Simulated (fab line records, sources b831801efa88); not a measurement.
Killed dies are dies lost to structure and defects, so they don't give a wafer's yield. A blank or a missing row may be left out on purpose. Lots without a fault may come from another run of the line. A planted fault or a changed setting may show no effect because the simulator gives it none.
Problem report in the 8D (eight disciplines) form, filled by code | flow sky130 | the parts of the form that need people (team, actions taken, sign-off) are left out

1. THE PROBLEM
VIA3_OVL at SKY_VIA3_OVL_MEAS_13 reads a mean of 33 nm on 6 wafers of 2 lots; wafers without a fault read 0 nm with a standard deviation of 4.1. That is +8.0 standard deviations from the usual mean.
First seen on wafer L753.2, day 43 04:24, on overlay-02. The record holds 39 wafers of 13 lots with a number at this step. Rule for "out", or "out of limits": more than 4 standard deviations from the usual mean. The other wafers with a number count as sound.

2. WHAT IT IS AND WHAT IT IS NOT
question                    | is                     | is not
which readings at this step | VIA3_OVL               | -
which lots                  | L753, L754             | L745, L746, L748, L749, L750, L751, L757, L758, L764, L766, L768
which wafers of those lots  | all that have a number | -
read on which gauges        | overlay-02             | overlay-01
when                        | from day 43 04:24      | up to then (18 sound wafers); but 15 sound wafers of L757, L758, L764, L766, L768 came after

3. SUSPECTS, AND WHAT RULES EACH OUT
Counting: a tool at a process step up to the reading stays a suspect if it ran every lot that is out and no sound lot after the first of them.
- the gauge at SKY_VIA3_OVL_MEAS_13: kept. All the wafers that are out were read on overlay-02, and no step on other tools shows them out.
- krf_scanner-01 at SKY_VIA3_EXPOSE_09 (exposes mask VIM3, target cd 200 nm): kept. It ran every lot that is out, first L753 (day 42 16:44), and no sound lot after that; its last sound lot up to then is L750 (day 42 01:45).
Left after counting: krf_scanner-01 at SKY_VIA3_EXPOSE_09, overlay-02 at SKY_VIA3_OVL_MEAS_13.

4. THE CAUSE (what the simulator had put in)
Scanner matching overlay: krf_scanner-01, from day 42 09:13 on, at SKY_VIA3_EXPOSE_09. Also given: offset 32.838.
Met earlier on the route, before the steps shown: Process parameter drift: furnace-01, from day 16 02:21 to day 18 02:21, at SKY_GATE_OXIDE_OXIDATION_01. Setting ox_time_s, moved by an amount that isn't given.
Counting left 2 suspects, and this tool is among them.

5. THE CHAIN OF EFFECTS, in route order
Each row: a reading whose mean over the struck wafers that have a number lies more than 3 standard deviations from the usual. Only readings for which the record gives a usual standard deviation are gone through. hours: the time from each lot's start at the first step in this table that gives one to its start at this step, as a median over the lots. sigmas: the change in usual standard deviations.
hours | step                 | reading  | usual | on struck wafers | change | sigmas
0     | SKY_VIA3_OVL_MEAS_13 | VIA3_OVL | 0 nm  | 33               | +33    | +8.0

6. WHAT WOULD HAVE CAUGHT IT SOONER
In this record the first reading out of limits at a measuring or inspecting step was taken at day 43 04:24, 19 hours after the fault began at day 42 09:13.
All the lots that are out (2) had begun SKY_VIA3_EXPOSE_09 on krf_scanner-01 by day 43 04:24. A hold on the tool at that time would have spared none of them.
